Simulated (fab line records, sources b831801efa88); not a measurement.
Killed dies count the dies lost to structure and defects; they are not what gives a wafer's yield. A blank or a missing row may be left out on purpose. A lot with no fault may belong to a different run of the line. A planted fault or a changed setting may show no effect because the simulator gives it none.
fab line records :: flow sky130
record
  lots=5
  wafers=15
  last_day=50
route steps=708 shown DNWELL@42 PWDE@45 NWELL@56
lots that met no fault: from a run of the same line without faults
start_h: hours from the record's opening day to when the first of the lot's shown wafers began :: wait_h: time in hours since the lot's previous step :: " unchanged from the row above :: L1.1+2: one row covering several wafers at once :: - no value, or no start given :: * or withheld: withheld :: < > ~ a bound
route shown NAME@n: a module of which the file shows steps, and the number in the route of the first :: usual: mean/standard deviation of fault-free wafers :: same: alike in all rows :: chamber/n: place in a boat :: sites: the reading at each site :: _std_site: their standard deviation :: _edge_site: inner sites' mean taken away from outer sites' mean :: radius_mm: how far each site lies from the wafer's centre :: mask NAME#n: copy n :: behind: the tool/chamber that last shaped the wafer :: hold: reason for holding the lot/hours on hold/outcome of the hold :: device: whichever transistor did not switch (one of n, p or np) :: end of line: the tests these same wafers got at the end of their route :: a step given without rows: its recipe and nothing more :: killed: at the first sort, the dies lost to defects and structure; wafer yield is something else :: map: a wafer's dies, marking killed ones x, the rest . and places with no die _
set.NAME: the setting as run; set.NAME@STEP: as run at that earlier step :: model.NAME: the simulator's own value behind a step, which no gauge read
certain route steps with their lots: each step a table, each wafer a row
services: a tool's chamber out of use, with start hour (start_h, from the record's first day; less than 0 if before it), hours out, and reason
## steps
# step SKY_DNWELL_IMPLANT_07
# recipe
  species=P
  energy_kev=withheld
  dose_cm2=withheld
  tilt_deg=withheld
# step SKY_DNWELL_STRIP_08
# recipe
  chemistry=O2/N2
  power_w=1400
  pressure_mtorr=1500
  platen_temp_c=withheld
  o2_flow_sccm=3000
  n2_flow_sccm=300
  overash_fraction=0.5
# usual
  drypump_motor_current_A=5.7/0.56
  oes_product_au=0.723/0.0044
  strip_time_to_endpoint_s=36.94/0.12
lot.wafer: L437.2
tool: plasma_asher-04
chamber: 0
start_h: 66.84
wait_h: 0.1
drypump_motor_current_A: 5.1
oes_product_au: 0.726
rf_hours_counter_h: 40
strip_time_to_endpoint_s: 36.97

lot.wafer: L437.3
tool: plasma_asher-04
chamber: 0
start_h: 66.84
wait_h: 0.1
drypump_motor_current_A: 5.1
oes_product_au: 0.731
rf_hours_counter_h: -
strip_time_to_endpoint_s: 37.04

lot.wafer: L437.6
tool: plasma_asher-04
chamber: 0
start_h: 66.84
wait_h: 0.1
drypump_motor_current_A: 5.1
oes_product_au: 0.716
rf_hours_counter_h: -
strip_time_to_endpoint_s: 37.08

lot.wafer: L441.3
tool: plasma_asher-02
chamber: 1
start_h: 89.96
wait_h: 0.1
drypump_motor_current_A: 6.3
oes_product_au: 0.726
rf_hours_counter_h: -
strip_time_to_endpoint_s: 36.98

lot.wafer: L441.4
tool: plasma_asher-02
chamber: 0
start_h: 89.96
wait_h: 0.1
drypump_motor_current_A: 6.4
oes_product_au: 0.720
rf_hours_counter_h: -
strip_time_to_endpoint_s: 37.03

lot.wafer: L441.6
tool: plasma_asher-02
chamber: 1
start_h: 89.96
wait_h: 0.1
drypump_motor_current_A: 6.3
oes_product_au: 0.724
rf_hours_counter_h: -
strip_time_to_endpoint_s: 36.99

lot.wafer: L444.1
tool: plasma_asher-04
chamber: 0
start_h: 105.24
wait_h: 0.1
drypump_motor_current_A: 5.1
oes_product_au: 0.725
rf_hours_counter_h: 44
strip_time_to_endpoint_s: 36.93

lot.wafer: L444.5
tool: plasma_asher-04
chamber: 1
start_h: 105.24
wait_h: 0.1
drypump_motor_current_A: 5.1
oes_product_au: 0.718
rf_hours_counter_h: -
strip_time_to_endpoint_s: 36.95

lot.wafer: L444.6
tool: plasma_asher-04
chamber: 0
start_h: 105.24
wait_h: 0.1
drypump_motor_current_A: 5.1
oes_product_au: 0.728
rf_hours_counter_h: -
strip_time_to_endpoint_s: 36.88

lot.wafer: L454.1
tool: plasma_asher-02
chamber: 0
start_h: 160.59
wait_h: 0.1
drypump_motor_current_A: 6.4
oes_product_au: 0.726
rf_hours_counter_h: 47
strip_time_to_endpoint_s: 36.66

lot.wafer: L454.2
tool: plasma_asher-02
chamber: 1
start_h: 160.59
wait_h: 0.1
drypump_motor_current_A: 6.3
oes_product_au: 0.723
rf_hours_counter_h: 47
strip_time_to_endpoint_s: 36.75

lot.wafer: L454.5
tool: plasma_asher-02
chamber: 1
start_h: 160.59
wait_h: 0.1
drypump_motor_current_A: 6.3
oes_product_au: 0.726
rf_hours_counter_h: -
strip_time_to_endpoint_s: 36.64

lot.wafer: L456.1
tool: plasma_asher-01
chamber: 1
start_h: 169.85
wait_h: 0.1
drypump_motor_current_A: 5.4
oes_product_au: 0.717
rf_hours_counter_h: 47
strip_time_to_endpoint_s: 37.06

lot.wafer: L456.4
tool: plasma_asher-01
chamber: 0
start_h: 169.85
wait_h: 0.1
drypump_motor_current_A: 6.1
oes_product_au: 0.731
rf_hours_counter_h: -
strip_time_to_endpoint_s: 37.07

lot.wafer: L456.6
tool: plasma_asher-01
chamber: 1
start_h: 169.85
wait_h: 0.1
drypump_motor_current_A: 5.4
oes_product_au: 0.717
rf_hours_counter_h: -
strip_time_to_endpoint_s: 37.08
# step SKY_DNWELL_TW_MEAS_09
# usual
  DNWELL_TW=1112/7.9
lot.wafer: L437.2
tool: film_metro-02
chamber: -
start_h: 66.95
wait_h: 0.1
DNWELL_TW: 1108

lot.wafer: L437.3
tool: film_metro-02
chamber: -
start_h: 66.95
wait_h: 0.1
DNWELL_TW: 1100

lot.wafer: L437.6
tool: film_metro-02
chamber: -
start_h: 66.95
wait_h: 0.1
DNWELL_TW: 1105

lot.wafer: L441.3
tool: film_metro-04
chamber: -
start_h: 90.04
wait_h: 0.1
DNWELL_TW: 1122

lot.wafer: L441.4
tool: film_metro-04
chamber: -
start_h: 90.04
wait_h: 0.1
DNWELL_TW: 1106

lot.wafer: L441.6
tool: film_metro-04
chamber: -
start_h: 90.04
wait_h: 0.1
DNWELL_TW: 1111

lot.wafer: L444.1
tool: film_metro-02
chamber: -
start_h: 105.34
wait_h: 0.1
DNWELL_TW: 1099

lot.wafer: L444.5
tool: film_metro-02
chamber: -
start_h: 105.34
wait_h: 0.1
DNWELL_TW: 1099

lot.wafer: L444.6
tool: film_metro-02
chamber: -
start_h: 105.34
wait_h: 0.1
DNWELL_TW: 1110

lot.wafer: L454.1
tool: film_metro-04
chamber: -
start_h: 160.69
wait_h: 0.1
DNWELL_TW: 1128

lot.wafer: L454.2
tool: film_metro-04
chamber: -
start_h: 160.69
wait_h: 0.1
DNWELL_TW: 1130

lot.wafer: L454.5
tool: film_metro-04
chamber: -
start_h: 160.69
wait_h: 0.1
DNWELL_TW: 1129

lot.wafer: L456.1
tool: film_metro-03
chamber: -
start_h: 169.95
wait_h: 0.1
DNWELL_TW: 1108

lot.wafer: L456.4
tool: film_metro-03
chamber: -
start_h: 169.95
wait_h: 0.1
DNWELL_TW: 1102

lot.wafer: L456.6
tool: film_metro-03
chamber: -
start_h: 169.95
wait_h: 0.1
DNWELL_TW: 1106
# step SKY_PWDE_DEHYDRATE_00
# recipe
  temp_c=200
  time_s=60
# step SKY_PWDE_HMDS_01
# recipe
  prime_time_s=60
  prime_temp_c=120
# step SKY_PWDE_COAT_02
# recipe
  spin_rpm=2000
  resist_thk_nm=3000
# step SKY_PWDE_SOFTBAKE_03
# recipe
  temp_c=110
  time_s=withheld
# step SKY_PWDE_EXPOSE_04
# recipe
  mask_id=PWDEM
  na=0.6
  source_shape=conventional
  sigma_outer=0.6
  polarization=unpolarized
  target_cd_nm=840
  dose_mj=214
# step SKY_PWDE_PEB_05
# recipe
  temp_c=115
  time_s=withheld
# step SKY_PWDE_DEVELOP_06
# recipe
  wall_angle_deg=90
  developer=TMAH
  develop_time_s=60
  dev_temp_c=23
# step SKY_PWDE_OVL_MEAS_07
# usual
  PWDE_OVL=-2.2/1.4
lot.wafer: L437.2
tool: overlay-01
chamber: -
start_h: 83.07
wait_h: -
PWDE_OVL[nm]: -5.8

lot.wafer: L437.3
tool: overlay-01
chamber: -
start_h: 83.07
wait_h: -
PWDE_OVL[nm]: -5.2

lot.wafer: L437.6
tool: overlay-01
chamber: -
start_h: 83.07
wait_h: -
PWDE_OVL[nm]: -5.4

lot.wafer: L441.3
tool: overlay-01
chamber: -
start_h: 107.18
wait_h: -
PWDE_OVL[nm]: -2.9

lot.wafer: L441.4
tool: overlay-01
chamber: -
start_h: 107.18
wait_h: -
PWDE_OVL[nm]: -3.9

lot.wafer: L441.6
tool: overlay-01
chamber: -
start_h: 107.18
wait_h: -
PWDE_OVL[nm]: -3.2

lot.wafer: L444.1
tool: overlay-02
chamber: -
start_h: 122.94
wait_h: -
PWDE_OVL[nm]: -1.8

lot.wafer: L444.5
tool: overlay-02
chamber: -
start_h: 122.94
wait_h: -
PWDE_OVL[nm]: -2.5

lot.wafer: L444.6
tool: overlay-02
chamber: -
start_h: 122.94
wait_h: -
PWDE_OVL[nm]: -2.8

lot.wafer: L454.1
tool: overlay-01
chamber: -
start_h: 182.17
wait_h: -
PWDE_OVL[nm]: -1.9

lot.wafer: L454.2
tool: overlay-01
chamber: -
start_h: 182.17
wait_h: -
PWDE_OVL[nm]: -2.7

lot.wafer: L454.5
tool: overlay-01
chamber: -
start_h: 182.17
wait_h: -
PWDE_OVL[nm]: -3.7

lot.wafer: L456.1
tool: overlay-02
chamber: -
start_h: 191.39
wait_h: -
PWDE_OVL[nm]: -2.6

lot.wafer: L456.4
tool: overlay-02
chamber: -
start_h: 191.39
wait_h: -
PWDE_OVL[nm]: -2.4

lot.wafer: L456.6
tool: overlay-02
chamber: -
start_h: 191.39
wait_h: -
PWDE_OVL[nm]: 0.3
# step SKY_PWDE_IMPLANT_08
# recipe
  species=B
  energy_kev=150
  dose_cm2=3.6e+12
  tilt_deg=withheld
# step SKY_PWDE_STRIP_09
# recipe
  chemistry=O2/N2
  power_w=1400
  pressure_mtorr=1500
  platen_temp_c=withheld
  o2_flow_sccm=3000
  n2_flow_sccm=300
  overash_fraction=0.5
# usual
  drypump_motor_current_A=5.4/0.41
  oes_product_au=0.723/0.0046
  strip_time_to_endpoint_s=36.95/0.089
lot.wafer: L437.2
tool: plasma_asher-03
chamber: 0
start_h: 83.25
wait_h: 0.1
drypump_motor_current_A: 5.0
oes_product_au: 0.724
rf_hours_counter_h: 27
strip_time_to_endpoint_s: 36.88
model.coat_of_PWDE_COAT_02.thk_nm: 0

lot.wafer: L437.3
tool: plasma_asher-03
chamber: 1
start_h: 83.25
wait_h: 0.1
drypump_motor_current_A: 5.8
oes_product_au: 0.729
rf_hours_counter_h: -
strip_time_to_endpoint_s: 36.90
model.coat_of_PWDE_COAT_02.thk_nm: 0

lot.wafer: L437.6
tool: plasma_asher-03
chamber: 0
start_h: 83.25
wait_h: 0.1
drypump_motor_current_A: 5.0
oes_product_au: 0.716
rf_hours_counter_h: -
strip_time_to_endpoint_s: 36.92
model.coat_of_PWDE_COAT_02.thk_nm: 0

lot.wafer: L441.3
tool: plasma_asher-01
chamber: 1
start_h: 107.39
wait_h: 0.1
drypump_motor_current_A: 5.4
oes_product_au: 0.724
rf_hours_counter_h: -
strip_time_to_endpoint_s: 36.98
model.coat_of_PWDE_COAT_02.thk_nm: 0

lot.wafer: L441.4
tool: plasma_asher-01
chamber: 0
start_h: 107.39
wait_h: 0.1
drypump_motor_current_A: 6.1
oes_product_au: 0.720
rf_hours_counter_h: -
strip_time_to_endpoint_s: 36.99
model.coat_of_PWDE_COAT_02.thk_nm: 0

lot.wafer: L441.6
tool: plasma_asher-01
chamber: 0
start_h: 107.39
wait_h: 0.1
drypump_motor_current_A: 6.1
oes_product_au: 0.723
rf_hours_counter_h: -
strip_time_to_endpoint_s: 37.06
model.coat_of_PWDE_COAT_02.thk_nm: 0

lot.wafer: L444.1
tool: plasma_asher-04
chamber: 1
start_h: 123.12
wait_h: 0.1
drypump_motor_current_A: 5.1
oes_product_au: 0.722
rf_hours_counter_h: 1
strip_time_to_endpoint_s: 36.79
model.coat_of_PWDE_COAT_02.thk_nm: 0

lot.wafer: L444.5
tool: plasma_asher-04
chamber: 1
start_h: 123.12
wait_h: 0.1
drypump_motor_current_A: 5.1
oes_product_au: 0.720
rf_hours_counter_h: -
strip_time_to_endpoint_s: 36.78
model.coat_of_PWDE_COAT_02.thk_nm: 0

lot.wafer: L444.6
tool: plasma_asher-04
chamber: 0
start_h: 123.12
wait_h: 0.1
drypump_motor_current_A: 5.1
oes_product_au: 0.717
rf_hours_counter_h: -
strip_time_to_endpoint_s: 36.84
model.coat_of_PWDE_COAT_02.thk_nm: 0

lot.wafer: L454.1
tool: plasma_asher-03
chamber: 1
start_h: 182.36
wait_h: 0.1
drypump_motor_current_A: 5.8
oes_product_au: 0.971
rf_hours_counter_h: 36
strip_time_to_endpoint_s: -
model.coat_of_PWDE_COAT_02.thk_nm: 114.2

lot.wafer: L454.2
tool: plasma_asher-03
chamber: 0
start_h: 182.36
wait_h: 0.1
drypump_motor_current_A: 5.0
oes_product_au: 0.972
rf_hours_counter_h: 36
strip_time_to_endpoint_s: -
model.coat_of_PWDE_COAT_02.thk_nm: 114.4

lot.wafer: L454.5
tool: plasma_asher-03
chamber: 0
start_h: 182.36
wait_h: 0.1
drypump_motor_current_A: 5.0
oes_product_au: 0.974
rf_hours_counter_h: -
strip_time_to_endpoint_s: -
model.coat_of_PWDE_COAT_02.thk_nm: 114.4

lot.wafer: L456.1
tool: plasma_asher-04
chamber: 0
start_h: 191.57
wait_h: 0.1
drypump_motor_current_A: 5.1
oes_product_au: 0.724
rf_hours_counter_h: 7
strip_time_to_endpoint_s: 36.87
model.coat_of_PWDE_COAT_02.thk_nm: 0

lot.wafer: L456.4
tool: plasma_asher-04
chamber: 0
start_h: 191.57
wait_h: 0.1
drypump_motor_current_A: 5.1
oes_product_au: 0.719
rf_hours_counter_h: -
strip_time_to_endpoint_s: 36.84
model.coat_of_PWDE_COAT_02.thk_nm: 0

lot.wafer: L456.6
tool: plasma_asher-04
chamber: 1
start_h: 191.57
wait_h: 0.1
drypump_motor_current_A: 5.1
oes_product_au: 0.722
rf_hours_counter_h: -
strip_time_to_endpoint_s: 36.83
model.coat_of_PWDE_COAT_02.thk_nm: 0
# step SKY_PWDE_TW_MEAS_10
# usual
  PWDE_TW=374.7/2.5
lot.wafer: L437.2
tool: film_metro-04
chamber: -
start_h: 83.36
wait_h: 0.1
PWDE_TW: 374.4

lot.wafer: L437.3
tool: film_metro-04
chamber: -
start_h: 83.36
wait_h: 0.1
PWDE_TW: 372.7

lot.wafer: L437.6
tool: film_metro-04
chamber: -
start_h: 83.36
wait_h: 0.1
PWDE_TW: 372.0

lot.wafer: L441.3
tool: film_metro-03
chamber: -
start_h: 107.47
wait_h: 0.1
PWDE_TW: 375.9

lot.wafer: L441.4
tool: film_metro-03
chamber: -
start_h: 107.47
wait_h: 0.1
PWDE_TW: 377.6

lot.wafer: L441.6
tool: film_metro-03
chamber: -
start_h: 107.47
wait_h: 0.1
PWDE_TW: 375.4

lot.wafer: L444.1
tool: film_metro-02
chamber: -
start_h: 123.22
wait_h: 0.1
PWDE_TW: 371.8

lot.wafer: L444.5
tool: film_metro-02
chamber: -
start_h: 123.22
wait_h: 0.1
PWDE_TW: 373.1

lot.wafer: L444.6
tool: film_metro-02
chamber: -
start_h: 123.22
wait_h: 0.1
PWDE_TW: 372.7

lot.wafer: L454.1
tool: film_metro-02
chamber: -
start_h: 182.46
wait_h: 0.1
PWDE_TW: 375.1

lot.wafer: L454.2
tool: film_metro-02
chamber: -
start_h: 182.46
wait_h: 0.1
PWDE_TW: 373.8

lot.wafer: L454.5
tool: film_metro-02
chamber: -
start_h: 182.46
wait_h: 0.1
PWDE_TW: 374.2

lot.wafer: L456.1
tool: film_metro-04
chamber: -
start_h: 191.67
wait_h: 0.1
PWDE_TW: 380.0

lot.wafer: L456.4
tool: film_metro-04
chamber: -
start_h: 191.67
wait_h: 0.1
PWDE_TW: 378.3

lot.wafer: L456.6
tool: film_metro-04
chamber: -
start_h: 191.67
wait_h: 0.1
PWDE_TW: 379.1
# step SKY_NWELL_DEHYDRATE_03
# recipe
  temp_c=200
  time_s=60
# step SKY_NWELL_HMDS_04
# recipe
  prime_time_s=60
  prime_temp_c=120
# step SKY_NWELL_COAT_05
# recipe
  spin_rpm=2000
  resist_thk_nm=3000
# step SKY_NWELL_SOFTBAKE_06
# recipe
  temp_c=110
  time_s=withheld
# step SKY_NWELL_EXPOSE_07
# recipe
  mask_id=NWM
  na=0.6
  source_shape=conventional
  sigma_outer=0.6
  polarization=unpolarized
  target_cd_nm=840
  dose_mj=255
# step SKY_NWELL_PEB_08
# recipe
  temp_c=115
  time_s=withheld
# step SKY_NWELL_DEVELOP_09
# recipe
  wall_angle_deg=90
  developer=TMAH
  develop_time_s=60
  dev_temp_c=23
# step SKY_NWELL_OVL_MEAS_10
# usual
  NWELL_00_OVL=-1.1/1.5
lot.wafer: L437.2
tool: overlay-01
chamber: -
start_h: 100.50
wait_h: -
NWELL_00_OVL[nm]: -1.4

lot.wafer: L437.3
tool: overlay-01
chamber: -
start_h: 100.50
wait_h: -
NWELL_00_OVL[nm]: -0.7

lot.wafer: L437.6
tool: overlay-01
chamber: -
start_h: 100.50
wait_h: -
NWELL_00_OVL[nm]: 0.5

lot.wafer: L441.3
tool: overlay-02
chamber: -
start_h: 124.45
wait_h: -
NWELL_00_OVL[nm]: -1.1

lot.wafer: L441.4
tool: overlay-02
chamber: -
start_h: 124.45
wait_h: -
NWELL_00_OVL[nm]: -2.2

lot.wafer: L441.6
tool: overlay-02
chamber: -
start_h: 124.45
wait_h: -
NWELL_00_OVL[nm]: -1.1

lot.wafer: L444.1
tool: overlay-01
chamber: -
start_h: 141.94
wait_h: -
NWELL_00_OVL[nm]: -2.2

lot.wafer: L444.5
tool: overlay-01
chamber: -
start_h: 141.94
wait_h: -
NWELL_00_OVL[nm]: -2.3

lot.wafer: L444.6
tool: overlay-01
chamber: -
start_h: 141.94
wait_h: -
NWELL_00_OVL[nm]: -3.1

lot.wafer: L454.1
tool: overlay-02
chamber: -
start_h: 203.97
wait_h: -
NWELL_00_OVL[nm]: 3.4

lot.wafer: L454.2
tool: overlay-02
chamber: -
start_h: 203.97
wait_h: -
NWELL_00_OVL[nm]: -0.9

lot.wafer: L454.5
tool: overlay-02
chamber: -
start_h: 203.97
wait_h: -
NWELL_00_OVL[nm]: -1.1

lot.wafer: L456.1
tool: overlay-01
chamber: -
start_h: 213.10
wait_h: -
NWELL_00_OVL[nm]: -0.5

lot.wafer: L456.4
tool: overlay-01
chamber: -
start_h: 213.10
wait_h: -
NWELL_00_OVL[nm]: -1.0

lot.wafer: L456.6
tool: overlay-01
chamber: -
start_h: 213.10
wait_h: -
NWELL_00_OVL[nm]: -0.2
# step SKY_NWELL_IMPLANT_11
# recipe
  species=P
  energy_kev=400
  dose_cm2=1.9e+13
  tilt_deg=withheld
# step SKY_NWELL_IMPLANT_12
# recipe
  species=P
  energy_kev=120
  dose_cm2=1.3e+12
  tilt_deg=withheld
# step SKY_NWELL_IMPLANT_13
# recipe
  species=P
  energy_kev=50
  dose_cm2=7e+11
  tilt_deg=withheld
# step SKY_NWELL_STRIP_14
# recipe
  chemistry=O2/N2
  power_w=1400
  pressure_mtorr=1500
  platen_temp_c=withheld
  o2_flow_sccm=3000
  n2_flow_sccm=300
  overash_fraction=0.5
# usual
  drypump_motor_current_A=5.8/0.48
  oes_product_au=0.722/0.0044
  strip_time_to_endpoint_s=36.98/0.1
lot.wafer: L437.2
tool: plasma_asher-01
chamber: 1
start_h: 100.98
wait_h: 0.1
drypump_motor_current_A: 5.4
oes_product_au: 0.730
rf_hours_counter_h: 40
strip_time_to_endpoint_s: 36.78

lot.wafer: L437.3
tool: plasma_asher-01
chamber: 0
start_h: 100.98
wait_h: 0.1
drypump_motor_current_A: 6.1
oes_product_au: 0.724
rf_hours_counter_h: -
strip_time_to_endpoint_s: 36.87

lot.wafer: L437.6
tool: plasma_asher-01
chamber: 0
start_h: 100.98
wait_h: 0.1
drypump_motor_current_A: 6.1
oes_product_au: 0.719
rf_hours_counter_h: -
strip_time_to_endpoint_s: 36.91

lot.wafer: L441.3
tool: plasma_asher-02
chamber: 0
start_h: 124.96
wait_h: 0.1
drypump_motor_current_A: 6.4
oes_product_au: 0.721
rf_hours_counter_h: -
strip_time_to_endpoint_s: 37.16

lot.wafer: L441.4
tool: plasma_asher-02
chamber: 1
start_h: 124.96
wait_h: 0.1
drypump_motor_current_A: 6.3
oes_product_au: 0.717
rf_hours_counter_h: -
strip_time_to_endpoint_s: 37.06

lot.wafer: L441.6
tool: plasma_asher-02
chamber: 0
start_h: 124.96
wait_h: 0.1
drypump_motor_current_A: 6.4
oes_product_au: 0.721
rf_hours_counter_h: -
strip_time_to_endpoint_s: 37.07

lot.wafer: L444.1
tool: plasma_asher-02
chamber: 0
start_h: 142.42
wait_h: 0.1
drypump_motor_current_A: 6.4
oes_product_au: 0.718
rf_hours_counter_h: 46
strip_time_to_endpoint_s: 36.87

lot.wafer: L444.5
tool: plasma_asher-02
chamber: 1
start_h: 142.42
wait_h: 0.1
drypump_motor_current_A: 6.3
oes_product_au: 0.726
rf_hours_counter_h: -
strip_time_to_endpoint_s: 36.96

lot.wafer: L444.6
tool: plasma_asher-02
chamber: 0
start_h: 142.42
wait_h: 0.1
drypump_motor_current_A: 6.4
oes_product_au: 0.730
rf_hours_counter_h: -
strip_time_to_endpoint_s: 36.93

lot.wafer: L454.1
tool: plasma_asher-02
chamber: 0
start_h: 204.45
wait_h: 0.1
drypump_motor_current_A: 6.4
oes_product_au: 0.721
rf_hours_counter_h: 52
strip_time_to_endpoint_s: 38.91

lot.wafer: L454.2
tool: plasma_asher-02
chamber: 1
start_h: 204.45
wait_h: 0.1
drypump_motor_current_A: 6.3
oes_product_au: 0.718
rf_hours_counter_h: 52
strip_time_to_endpoint_s: 38.72

lot.wafer: L454.5
tool: plasma_asher-02
chamber: 1
start_h: 204.45
wait_h: 0.1
drypump_motor_current_A: 6.3
oes_product_au: 0.721
rf_hours_counter_h: -
strip_time_to_endpoint_s: 38.77

lot.wafer: L456.1
tool: plasma_asher-03
chamber: 1
start_h: 213.58
wait_h: 0.1
drypump_motor_current_A: 5.8
oes_product_au: 0.721
rf_hours_counter_h: 40
strip_time_to_endpoint_s: 37.01

lot.wafer: L456.4
tool: plasma_asher-03
chamber: 0
start_h: 213.58
wait_h: 0.1
drypump_motor_current_A: 5.0
oes_product_au: 0.717
rf_hours_counter_h: -
strip_time_to_endpoint_s: 37.12

lot.wafer: L456.6
tool: plasma_asher-03
chamber: 1
start_h: 213.58
wait_h: 0.1
drypump_motor_current_A: 5.9
oes_product_au: 0.721
rf_hours_counter_h: -
strip_time_to_endpoint_s: 37.12
# step SKY_NWELL_TW_MEAS_15
# usual
  NWELL_TW=1822/10
lot.wafer: L437.2
tool: film_metro-02
chamber: -
start_h: 101.09
wait_h: 0.1
NWELL_TW: 1805

lot.wafer: L437.3
tool: film_metro-02
chamber: -
start_h: 101.09
wait_h: 0.1
NWELL_TW: 1813

lot.wafer: L437.6
tool: film_metro-02
chamber: -
start_h: 101.09
wait_h: 0.1
NWELL_TW: 1814

lot.wafer: L441.3
tool: film_metro-02
chamber: -
start_h: 125.04
wait_h: 0.1
NWELL_TW: 1820

lot.wafer: L441.4
tool: film_metro-02
chamber: -
start_h: 125.04
wait_h: 0.1
NWELL_TW: 1814

lot.wafer: L441.6
tool: film_metro-02
chamber: -
start_h: 125.04
wait_h: 0.1
NWELL_TW: 1817

lot.wafer: L444.1
tool: film_metro-03
chamber: -
start_h: 142.52
wait_h: 0.1
NWELL_TW: 1817

lot.wafer: L444.5
tool: film_metro-03
chamber: -
start_h: 142.52
wait_h: 0.1
NWELL_TW: 1819

lot.wafer: L444.6
tool: film_metro-03
chamber: -
start_h: 142.52
wait_h: 0.1
NWELL_TW: 1819

lot.wafer: L454.1
tool: film_metro-04
chamber: -
start_h: 204.55
wait_h: 0.1
NWELL_TW: 1822

lot.wafer: L454.2
tool: film_metro-04
chamber: -
start_h: 204.55
wait_h: 0.1
NWELL_TW: 1825

lot.wafer: L454.5
tool: film_metro-04
chamber: -
start_h: 204.55
wait_h: 0.1
NWELL_TW: 1829

lot.wafer: L456.1
tool: film_metro-02
chamber: -
start_h: 213.68
wait_h: 0.1
NWELL_TW: 1812

lot.wafer: L456.4
tool: film_metro-02
chamber: -
start_h: 213.68
wait_h: 0.1
NWELL_TW: 1802

lot.wafer: L456.6
tool: film_metro-02
chamber: -
start_h: 213.68
wait_h: 0.1
NWELL_TW: 1804
## services
tool: plasma_asher-04
chamber: -
start_h: 108.75
hours: 9.0
kind: pm

tool: plasma_asher-04
chamber: 0
start_h: 108.75
hours: 9.0
kind: vent_cycle

tool: plasma_asher-04
chamber: 1
start_h: 108.75
hours: 9.0
kind: vent_cycle

tool: plasma_asher-04
chamber: 0
start_h: 117.75
hours: -
kind: clean

tool: plasma_asher-04
chamber: 1
start_h: 117.75
hours: -
kind: clean

tool: plasma_asher-03
chamber: -
start_h: 162.50
hours: 0.8
kind: repair

tool: plasma_asher-01
chamber: -
start_h: 180.68
hours: 1.0
kind: repair

tool: plasma_asher-01
chamber: -
start_h: 190.72
hours: 5.4
kind: repair

tool: plasma_asher-01
chamber: -
start_h: 193.62
hours: 7.4
kind: repair
## key
first_sign
  step=SKY_PWDE_STRIP_09
  reading=oes_product_au
  direction=up
  sigmas=54
  usual=0.723
  struck=0.972
effect
  step=SKY_NWELL_STRIP_14
  reading=strip_time_to_endpoint_s
  direction=up
  sigmas=18
  usual=*
  struck=*
model_effect
  step=SKY_PWDE_STRIP_09
  value=coat_of_PWDE_COAT_02.thk_nm
  without=0
  struck=114.3
met_at SKY_PWDE_STRIP_09
struck_wafers L454.1,L454.2,L454.5
sort_left_out L454.1,L454.2,L454.5
tester_left_out L454
onset_between 83.25 182.36
fault
  kind=strip_aborted
  tool=plasma_asher-03
  chamber=-
  onset_h=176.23
  steps=SKY_PWDE_STRIP_09
  offset=0.36377
  end_h=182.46
# tester_left_out: of these lots the tester's yield and bins aren't shown, on N5 and GAA mostly nor the transistor test; their killed dies are dies lost to structure and defects alone, not to doping, threshold or leakage, so they don't give the yield
# sort_left_out: the simulated sort isn't trusted on such a fault, so these wafers' sort isn't shown, and their yield isn't known
